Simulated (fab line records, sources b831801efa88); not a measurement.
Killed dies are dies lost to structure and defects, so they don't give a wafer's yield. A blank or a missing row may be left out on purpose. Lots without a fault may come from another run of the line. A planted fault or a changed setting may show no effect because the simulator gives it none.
One fault seen from 2 desks | flow sky130 | each desk has only its own numbers; what lay behind them comes last

THE METROLOGY DESK
What the gauges read, lot by lot, whatever tool the lot ran on: means of the sampled wafers that have a number. A lot is out of limits, marked OUT, if its mean lies more than 4 standard deviations from the usual mean; the brackets give that distance.
Columns: A = FIELD_ISO_CVD_03_THK at SKY_FIELD_ISO_THK_MEAS_04, usual 165.9 nm
lot  | first seen here | A
L175 | day 1 15:46     | 168.3
L176 | day 1 21:21     | 168.0
L180 | day 2 15:34     | 116.7 (-31) OUT
L181 | day 2 20:14     | 117.6 (-30) OUT
L182 | day 3 00:31     | 117.3 (-30) OUT
L194 | day 5 12:48     | 164.2
L195 | day 5 20:20     | 163.6
L196 | day 6 00:07     | 164.1
L197 | day 6 07:02     | 166.3
L198 | day 6 12:41     | 165.3
This desk's finding: out of limits on L180, L181, L182; first on L180, day 2 15:34 (FIELD_ISO_CVD_03_THK at SKY_FIELD_ISO_THK_MEAS_04). In limits: L175, L176, L194, L195, L196, L197, L198.

THE TOOL OWNER'S DESK: lpcvd-02
The tool's own readings at SKY_FIELD_ISO_CVD_03 (deposits Si3N4 from DCS/NH3, target thk 165 nm, time 2830 s): means of the sampled wafers that have a number, for each lot that ran on this tool. A lot is out of limits, marked OUT, if its mean lies more than 4 standard deviations from the usual mean; the brackets give that distance.
Columns: A = spike_tc_centre_C at SKY_FIELD_ISO_CVD_03, usual 771.0 C; B = spike_tc_top_C at SKY_FIELD_ISO_CVD_03, usual 782 C; C = spike_tc_upper_C at SKY_FIELD_ISO_CVD_03, usual 768.9 C; D = zone_power_centre_pct at SKY_FIELD_ISO_CVD_03, usual 13.1 %; E = zone_power_top_pct at SKY_FIELD_ISO_CVD_03, usual 24.5 %; F = zone_power_upper_pct at SKY_FIELD_ISO_CVD_03, usual 13.67 %
lot  | first seen here | A                | B   | C               | D               | E               | F
L175 | day 1 13:05     | 772.2            | 786 | 767.7           | 14.4            | 23.3            | 13.38
L176 | day 1 19:34     | 772.0            | 785 | 768.2           | 14.3            | 23.3            | 13.46
L180 | day 2 13:46     | 777.2 (+4.8) OUT | 793 | 723.3 (-33) OUT | 20.4 (+5.6) OUT | 30.0            | 0.20 (-48) OUT
L181 | day 2 18:26     | 776.5 (+4.2) OUT | 793 | 722.3 (-33) OUT | 20.4 (+5.6) OUT | 30.2 (+4.1) OUT | 0.20 (-48) OUT
L182 | day 2 22:41     | 776.7 (+4.4) OUT | 794 | 724.5 (-32) OUT | 20.4 (+5.6) OUT | 30.1            | 0.20 (-48) OUT
L194 | day 5 11:01     | 772.2            | 787 | 767.5           | 14.3            | 22.9            | 13.37
L195 | day 5 18:33     | 771.7            | 785 | 768.1           | 14.4            | 23.3            | 13.42
L196 | day 5 21:25     | 771.5            | 786 | 769.1           | 14.4            | 23.2            | 13.42
L197 | day 6 04:21     | 770.1            | 779 | 770.7           | 11.6            | 26.0            | 13.98
L198 | day 6 08:40     | 770.5            | 779 | 770.9           | 11.8            | 26.0            | 13.93
This desk's finding: out of limits on L180, L181, L182; first on L180, day 2 13:46 (spike_tc_centre_C at SKY_FIELD_ISO_CVD_03). In limits: L175, L176, L194, L195, L196, L197, L198.

PUT TOGETHER
The tool owner's desk could have raised an alarm at day 2 13:46, on L180, L181, L182.
The metrology desk could have raised an alarm at day 2 15:34, on L180, L181, L182.
Of the lots named, all ran SKY_FIELD_ISO_CVD_03 on lpcvd-02.

WHAT THE SIMULATOR HAD PUT IN
Process parameter drift: lpcvd-02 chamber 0, from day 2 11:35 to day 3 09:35, at SKY_FIELD_ISO_CVD_03. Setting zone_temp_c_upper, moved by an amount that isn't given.
Lots struck among those shown: L180, L181, L182.
Hours from the fault's start to each desk's first reading out of limits: the tool owner's desk, 2; the metrology desk, 4.
